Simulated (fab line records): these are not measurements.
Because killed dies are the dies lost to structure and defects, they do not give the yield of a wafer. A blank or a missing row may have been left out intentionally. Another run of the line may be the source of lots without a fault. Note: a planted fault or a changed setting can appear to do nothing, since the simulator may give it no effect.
Matching of chambers / flow gf180mcu / GF_V2_CMP_04 on cmp-01 has 4 sister chambers
The step polishes SiO2. 16 wafers are shown with their chamber, then 8 later ones without.

WAFERS, EACH WITH ITS CHAMBER
wafer=L809.1; chamber=1; motorCurrentA (A)=12.0; timeToEndpointS (s)=73
wafer=L809.2; chamber=3; motorCurrentA (A)=11.2; timeToEndpointS (s)=75
wafer=L809.6; chamber=2; motorCurrentA (A)=12.1; timeToEndpointS (s)=78
wafer=L812.2; chamber=2; motorCurrentA (A)=12.7; timeToEndpointS (s)=75
wafer=L812.3; chamber=3; motorCurrentA (A)=11.0; timeToEndpointS (s)=81
wafer=L812.6; chamber=3; motorCurrentA (A)=11.1; timeToEndpointS (s)=85
wafer=L813.3; chamber=0; motorCurrentA (A)=12.0; timeToEndpointS (s)=75
wafer=L813.5; chamber=3; motorCurrentA (A)=10.9; timeToEndpointS (s)=87
wafer=L813.6; chamber=2; motorCurrentA (A)=12.6; timeToEndpointS (s)=85
wafer=L815.1; chamber=0; motorCurrentA (A)=10.5; timeToEndpointS (s)=84
wafer=L815.3; chamber=1; motorCurrentA (A)=11.9; timeToEndpointS (s)=83
wafer=L815.6; chamber=2; motorCurrentA (A)=12.4; timeToEndpointS (s)=86
wafer=L817.3; chamber=1; motorCurrentA (A)=11.6; timeToEndpointS (s)=77
wafer=L817.4; chamber=2; motorCurrentA (A)=12.2; timeToEndpointS (s)=79
wafer=L817.5; chamber=0; motorCurrentA (A)=11.3; timeToEndpointS (s)=73
wafer=L821.1; chamber=2; motorCurrentA (A)=11.9; timeToEndpointS (s)=72

SIGNATURES (averages over the wafers above)
reading=motorCurrentA; chamber 0=11.267; chamber 1=11.833; chamber 2=12.317; chamber 3=11.050; scatter within a chamber=0.38
reading=timeToEndpointS; chamber 0=77.33; chamber 1=77.67; chamber 2=79.17; chamber 3=82.00; scatter within a chamber=5.43
Rule: a wafer lies at a distance from a chamber equal to the root of the sum of squares, over the readings, of (its reading less the chamber's mean, divided by the reading's scatter). If the next closest chamber is less than 2 further off than the closest, the wafer can't be placed; otherwise it belongs to the closest. The scatter: the root of (the sum of the squares of (reading less its chamber's mean) over the shown wafers, divided by (wafers less chambers)).

WAFERS WITHOUT THEIR CHAMBER
wafer=L821.3; motorCurrentA (A)=12.0; timeToEndpointS (s)=70
wafer=L821.6; motorCurrentA (A)=10.5; timeToEndpointS (s)=76
wafer=L822.1; motorCurrentA (A)=11.6; timeToEndpointS (s)=77
wafer=L822.2; motorCurrentA (A)=10.9; timeToEndpointS (s)=69
wafer=L822.4; motorCurrentA (A)=12.5; timeToEndpointS (s)=78
wafer=L824.1; motorCurrentA (A)=11.4; timeToEndpointS (s)=79
wafer=L824.3; motorCurrentA (A)=11.0; timeToEndpointS (s)=75
wafer=L824.6; motorCurrentA (A)=11.8; timeToEndpointS (s)=93

WHICH CHAMBER EACH ONE RAN IN
wafer=L821.3; from the rows above=can't be placed: 1 or 2 or 0 or 3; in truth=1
wafer=L821.6; from the rows above=can't be placed: 3 or 0 or 1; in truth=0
wafer=L822.1; from the rows above=can't be placed: 1 or 0 or 3 or 2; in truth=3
wafer=L822.2; from the rows above=can't be placed: 0 or 3 or 1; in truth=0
wafer=L822.4; from the rows above=can't be placed: 2 or 1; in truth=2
wafer=L824.1; from the rows above=can't be placed: 0 or 3 or 1 or 2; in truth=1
wafer=L824.3; from the rows above=can't be placed: 0 or 3 or 1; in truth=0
wafer=L824.6; from the rows above=can't be placed: 1 or 3 or 2 or 0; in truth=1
Correctly placed: 0 of 8. Cannot be placed on the basis of these rows: 8; the candidates contain the true chamber in 8. Placed wrongly: 0.
